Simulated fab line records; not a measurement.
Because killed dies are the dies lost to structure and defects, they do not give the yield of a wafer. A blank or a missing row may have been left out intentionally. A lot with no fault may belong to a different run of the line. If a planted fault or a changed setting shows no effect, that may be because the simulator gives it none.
2 desks looking at one fault / flow sfqLine / numbers are kept per desk, each desk with only its own; the story behind them comes last

## FROM THE METROLOGY DESK
Lot by lot, what the gauges showed, no matter which tool ran the lot: averages of those sampled wafers that carry a number. A lot is out of limits, marked OUT, if its mean lies more than 4 standard deviations from the usual mean; the brackets give that distance.
Columns: A = M6_NB_RS at SFQ_M6_RS_MEAS_938, usual 0.896 ohm/sq; B = M6_OVL at SFQ_M6_OVL_MEAS_940, usual 4 nm; C = I6_BOW at SFQ_I6_BOW_MEAS_941, usual 6 um; D = I6_OVL at SFQ_I6_OVL_MEAS_942, usual 0 nm; E = M7_NB_RS at SFQ_M7_RS_MEAS_943, usual 0.886 ohm/sq; F = M7_OVL at SFQ_M7_OVL_MEAS_945, usual -2 nm; G = M8_BOW at SFQ_M8_BOW_MEAS_951, usual 8 um
lot=L959; first seen here=day 68 03:16; A=0.914; B=4; C=14; D=3; E=0.890; F=-7; G=18
lot=L967; first seen here=day 75 12:47; A=0.894; B=3; C=14; D=-3; E=0.882; F=-4; G=18
lot=L968; first seen here=day 75 15:11; A=0.896; B=7; C=24; D=3; E=0.888; F=-1; G=29
lot=L971; first seen here=day 76 02:36; A=0.904; B=11; C=8; D=4; E=0.891; F=-2; G=5
lot=L979; first seen here=day 78 17:54; A=0.873; B=1; C=-13; D=1; E=0.871; F=-4; G=-13
lot=L980; first seen here=day 78 18:54; A=0.900; B=8; C=22; D=2; E=0.872; F=-4; G=23
Finding of this desk: none of the 6 lots has anything out of limits.

## TOOL OWNER'S DESK, rieMetal-02
The tool's own readings at SFQ_TRILAYER_M6_ETCH_METAL_ETCH_162 (etches Nb in Cl2/Ar, stops on SiO2, target depth 240 nm, time 120 s): means of the sampled wafers that have a number, for each lot that ran on this tool. A lot is out of limits, marked OUT, if its mean lies more than 4 standard deviations from the usual mean; the brackets give that distance.
Columns: A = drypumpMotorCurrentA at SFQ_TRILAYER_M6_ETCH_METAL_ETCH_162, usual 6.2 A; B = oesProductAu at SFQ_TRILAYER_M6_ETCH_METAL_ETCH_162, usual 0.891 a.u.
lot=L967; first seen here=day 77 21:16; A=6.7; B=0.848 (-6.6) OUT
lot=L968; first seen here=day 77 22:28; A=6.5; B=0.842 (-7.6) OUT
lot=L980; first seen here=day 82 04:29; A=6.7; B=0.886
This desk's verdict: out of limits on L967, L968, starting with L967 at day 77 21:16 (oesProductAu at SFQ_TRILAYER_M6_ETCH_METAL_ETCH_162). L980 stayed within limits.

## ALL TOGETHER
The tool owner's desk could have raised an alarm at day 77 21:16, on L967, L968.
The metrology desk saw nothing out of limits.
The metrology desk holds a record of L967, L968, inside its limits.
The lots listed all ran SFQ_TRILAYER_M6_ETCH_METAL_ETCH_162 on rieMetal-02.

## WHAT HAD BEEN PUT IN BY THE SIMULATOR
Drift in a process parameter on rieMetal-02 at SFQ_TRILAYER_M6_ETCH_METAL_ETCH_162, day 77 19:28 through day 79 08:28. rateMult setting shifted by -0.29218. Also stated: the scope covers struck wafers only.
Struck lots among those shown: L967, L968.
How many hours passed from the start of the fault until each desk's first out-of-limits reading: the tool owner's desk, 2.
